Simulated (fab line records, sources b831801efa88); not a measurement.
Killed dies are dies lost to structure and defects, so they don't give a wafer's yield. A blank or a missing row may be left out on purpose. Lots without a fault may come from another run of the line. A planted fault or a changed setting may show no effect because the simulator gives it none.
A struck lot beside a sound one | flow sky130 | 16 steps out of a route of 708
Sound: wafers L483.1, L483.2, L483.6. Struck: wafer L494.2. (L494.5, L494.6 of the same lot were not struck and are left out.) The cause comes at the end.
At each step with rows: each side's tool, then ch and its chambers, then its first start. Under that, the readings that differ: sound wafers | struck wafers | difference of the means | sigmas: that difference in standard deviations of wafers without a fault.
alike: readings whose means differ by less than 2 such deviations, and words and numbers that are the same on both sides. not compared: withheld readings, readings that some wafer has no value for, bounds like >300 that may hide the same value, and numbers for which the record gives no deviation and whose values overlap.
The two part at a step that has a row with sigmas, a row that says differs or no value, or rows on one side only. Numbers that don't overlap but have no deviation are shown without sigmas and don't part them. A reading that every wafer of one side lacks parts them only if that side has two wafers or more.

first, 1 step without rows for these wafers: SKY_VT_ADJUST_NCORE_DEVELOP_06 (develop time 60 s).
SKY_VT_ADJUST_NCORE_CD_MEAS_07: target cd 380 nm.
  sound on cd_sem-02, day 10 03:39; struck on cd_sem-01, day 14 00:34
  alike: cd_nm
SKY_VT_ADJUST_NCORE_OVL_MEAS_08:
  sound on overlay-01, day 10 03:46; struck on overlay-01, day 14 00:41
  alike: VT_ADJUST_NCORE_OVL
then, 1 step without rows for these wafers: SKY_VT_ADJUST_NCORE_IMPLANT_09.
SKY_VT_ADJUST_NCORE_STRIP_10: strips in O2/N2.
  sound on plasma_asher-02 ch 0,1, day 10 03:58; struck on plasma_asher-01 ch 1, day 14 00:52
  alike: drypump_motor_current_A, oes_product_au, strip_time_to_endpoint_s
  not compared: rf_hours_counter_h
SKY_VT_ADJUST_NCORE_TW_MEAS_11:
  sound on film_metro-03, day 10 04:04; struck on film_metro-02, day 14 00:58
  reading            | sound             | struck | difference | sigmas
  VT_ADJUST_NCORE_TW | 220.5 220.8 220.3 | 216.6  | -3.9       | -3
then, 6 steps without rows for these wafers: SKY_VT_ADJUST_HVTR_DEHYDRATE_00 (time 60 s); SKY_VT_ADJUST_HVTR_HMDS_01 (prime time 60 s); SKY_VT_ADJUST_HVTR_COAT_02 (resist thk 1140 nm); SKY_VT_ADJUST_HVTR_SOFTBAKE_03 (time 60 s); SKY_VT_ADJUST_HVTR_EXPOSE_04 (exposes mask HVTRM, target cd 380 nm); SKY_VT_ADJUST_HVTR_PEB_05.
SKY_VT_ADJUST_HVTR_DEVELOP_06: develop time 60 s.
  sound on litho_track-03 ch 0, day 11 01:45; struck on litho_track-03 ch 0, day 15 03:23
  alike: developer_temp_C
SKY_VT_ADJUST_HVTR_CD_MEAS_07: target cd 380 nm.
  sound on cd_sem-02, day 11 01:54; struck on cd_sem-02, day 15 03:31
  reading    | sound             | struck | difference | sigmas
  cd_nm (nm) | 380.3 378.8 379.6 | 411.9  | +32.3      | +13
SKY_VT_ADJUST_HVTR_OVL_MEAS_08:
  sound on overlay-02, day 11 02:01; struck on overlay-01, day 15 03:38
  alike: VT_ADJUST_HVTR_OVL
-- the record jumps here: 35 days lie between the struck wafers' starts before and after (it left off in module VT_ADJUST_HVTR and takes up again in module PAD_OPEN, whose first step shown is number 708 of the route) --
SKY_PAD_OPEN_PROBE_99:
  the record has rows for the struck wafers here (prober-01, day 50 08:42) and none for the sound ones

WHERE THEY PART
First at SKY_VT_ADJUST_NCORE_TW_MEAS_11; last, within this record, at SKY_PAD_OPEN_PROBE_99.

WHY: what the simulator had put in
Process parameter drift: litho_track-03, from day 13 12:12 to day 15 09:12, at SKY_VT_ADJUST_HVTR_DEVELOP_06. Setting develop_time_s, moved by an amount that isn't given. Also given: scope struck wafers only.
